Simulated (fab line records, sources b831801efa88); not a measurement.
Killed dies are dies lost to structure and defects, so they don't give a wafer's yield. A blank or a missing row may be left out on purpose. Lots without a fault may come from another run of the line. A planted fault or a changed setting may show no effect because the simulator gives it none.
Which tool did it? | flow gf180mcu | 13 lots, 39 wafers sampled, at 4 steps of a route of 602

WHAT THE GAUGES READ, wafer by wafer
GF_MIM_THK_MEAS_06. Usual: MIM_CVD_05_THK 42.3 nm, standard deviation 0.62.
lot  | measured     | on            | MIM_CVD_05_THK (nm) | flag
L210 | day 24 15:17 | film_metro-01 | 41.4 42.4 42.2      |
L212 | day 25 04:07 | film_metro-01 | 42.0 42.8 43.1      |
L213 | day 25 13:25 | film_metro-01 | 41.9 42.0 42.3      |
L215 | day 26 08:56 | film_metro-04 | 42.4 42.7 43.7      |
L217 | day 27 00:34 | film_metro-02 | 41.4 42.2 42.3      |
L218 | day 27 08:22 | film_metro-01 | 41.7 42.6 41.8      |
L219 | day 27 11:54 | film_metro-02 | 41.6 42.3 41.6      |
L223 | day 28 18:10 | film_metro-01 | 42.7 42.1 42.7      |
L226 | day 29 20:09 | film_metro-02 | 41.9 42.0 42.6      |
L227 | day 30 00:58 | film_metro-01 | 41.4 42.5 42.4      |
L229 | day 30 12:24 | film_metro-01 | 42.6 41.9 42.0      |
L230 | day 30 17:40 | film_metro-02 | 41.7 41.5 42.2      |
L233 | day 31 09:11 | film_metro-01 | 41.9 42.5 41.8      |

GF_V5_CD_MEAS_14: target cd 260 nm. Usual: cd_nm 260.3 nm, standard deviation 0.99.
lot  | measured     | on        | cd_nm (nm)        | flag
L210 | day 27 07:34 | cd_sem-02 | 259.9 259.8 260.4 |
L212 | day 27 20:54 | cd_sem-02 | 259.8 260.0 260.7 |
L213 | day 28 05:17 | cd_sem-02 | 261.6 261.6 261.6 |
L215 | day 28 22:37 | cd_sem-02 | 262.5 261.8 261.7 |
L217 | day 29 13:09 | cd_sem-01 | 260.0 259.0 259.8 |
L218 | day 29 20:42 | cd_sem-02 | 261.3 260.8 260.9 |
L219 | day 29 23:12 | cd_sem-01 | 258.3 260.1 260.5 |
L223 | day 31 03:26 | cd_sem-01 | 260.3 259.7 260.2 |
L226 | day 32 02:40 | cd_sem-01 | 261.3 260.1 260.0 |
L227 | day 32 07:21 | cd_sem-01 | 261.9 261.0 261.5 |
L229 | day 32 17:39 | cd_sem-01 | 260.9 260.5 259.9 |
L230 | day 32 23:12 | cd_sem-01 | 260.1 260.1 261.0 |
L233 | day 33 12:14 | cd_sem-02 | 260.9 260.3 259.6 |

WHICH TOOL RAN EACH LOT (tool, then ch and the chambers of the sampled wafers, then the start)
lot  | GF_STI_WET_ETCH_17             | GF_V4_ETCH_16
L210 | wet_bench-03 ch 2, day 2 02:54 | rie_diel-04 ch 1,2, day 24 13:40
L212 | wet_bench-04 ch 0, day 2 11:36 | rie_diel-03 ch 1,2, day 25 02:31
L213 | wet_bench-02 ch 3, day 2 17:59 | rie_diel-04 ch 0,2,3, day 25 11:40
L215 | wet_bench-03 ch 3, day 3 04:33 | rie_diel-01 ch 1,2,3, day 26 07:19
L217 | wet_bench-02 ch 1, day 3 14:21 | rie_diel-04 ch 0,1, day 26 22:55
L218 | wet_bench-04 ch 1, day 3 20:03 | rie_diel-01 ch 0,1,2, day 27 06:46
L219 | wet_bench-04 ch 0, day 4 00:36 | rie_diel-03 ch 0,3, day 27 10:16
L223 | wet_bench-02 ch 0, day 4 20:53 | rie_diel-03 ch 0,1, day 28 16:34
L226 | wet_bench-03 ch 1, day 5 11:44 | rie_diel-01 ch 0,1, day 29 18:31
L227 | wet_bench-03 ch 1, day 5 18:30 | rie_diel-03 ch 0,1,3, day 29 23:21
L229 | wet_bench-04 ch 1, day 6 03:45 | rie_diel-03 ch 0,1,2, day 30 10:46
L230 | wet_bench-04 ch 0, day 6 08:35 | rie_diel-04 ch 1,2,3, day 30 16:04
L233 | wet_bench-04 ch 1, day 7 00:12 | rie_diel-03 ch 0,3, day 31 07:33
- GF_STI_WET_ETCH_17: etches Si3N4 in H3PO4, target depth 45 nm, time 514 s.
- GF_V4_ETCH_16: etches BARC in N2/H2.

WHAT THE TOOLS THEMSELVES READ (means of the sampled wafers that have a number; where no wafer has one, the mark that the record gives instead)
GF_V4_ETCH_16. Usual: drypump_motor_current_A 5.4 A, standard deviation 0.44; oes_product_au 0.855 a.u., standard deviation 0.0046; rf_fwd_power_W 494.8 W, standard deviation 2; throttle_valve_pct 13.226 %, standard deviation 0.0091.
lot  | tool        | drypump_motor_current_A (A) | oes_product_au (a.u.) | rf_fwd_power_W (W) | throttle_valve_pct (%) | flag
L210 | rie_diel-04 | 5.4                         | 0.853                 | 494.4              | 13.222                 |
L212 | rie_diel-03 | 5.6                         | 0.851                 | 495.6              | 13.224                 |
L213 | rie_diel-04 | 5.2                         | 0.859                 | 494.0              | 13.231                 |
L215 | rie_diel-01 | 5.9                         | 0.856                 | 495.8              | 13.232                 |
L217 | rie_diel-04 | 5.1                         | 0.856                 | 493.0              | 13.227                 |
L218 | rie_diel-01 | 5.9                         | 0.853                 | 495.1              | 13.223                 |
L219 | rie_diel-03 | 5.0                         | 0.854                 | 496.2              | 13.238                 |
L223 | rie_diel-03 | 5.3                         | 0.855                 | 492.4              | 13.222                 |
L226 | rie_diel-01 | 6.1                         | 0.858                 | 495.5              | 13.225                 |
L227 | rie_diel-03 | 5.2                         | 0.856                 | 494.0              | 13.226                 |
L229 | rie_diel-03 | 5.5                         | 0.855                 | 493.6              | 13.231                 |
L230 | rie_diel-04 | 5.5                         | 0.854                 | 495.1              | 13.220                 |
L233 | rie_diel-03 | 5.2                         | 0.857                 | 493.0              | 13.234                 |

THE ANSWER, worked out from the rows above alone
Rule: a lot is off if the mean of its wafers that have a number lies more than 3 standard deviations from the usual mean. A lot without any number at a reading at which 4 lots or more have one is off too. The other lots that the step has rows for count as sound. The gauges are gone through in route order, then the tools' own readings, and for those a lot's mean is taken as printed above. The first step at which some lot is off is used, and at that step the reading that is off furthest; a lot without a number counts as furthest.
No lot is off at any reading shown: from this, nothing can be told.

WHAT THE SIMULATOR HAD PUT IN
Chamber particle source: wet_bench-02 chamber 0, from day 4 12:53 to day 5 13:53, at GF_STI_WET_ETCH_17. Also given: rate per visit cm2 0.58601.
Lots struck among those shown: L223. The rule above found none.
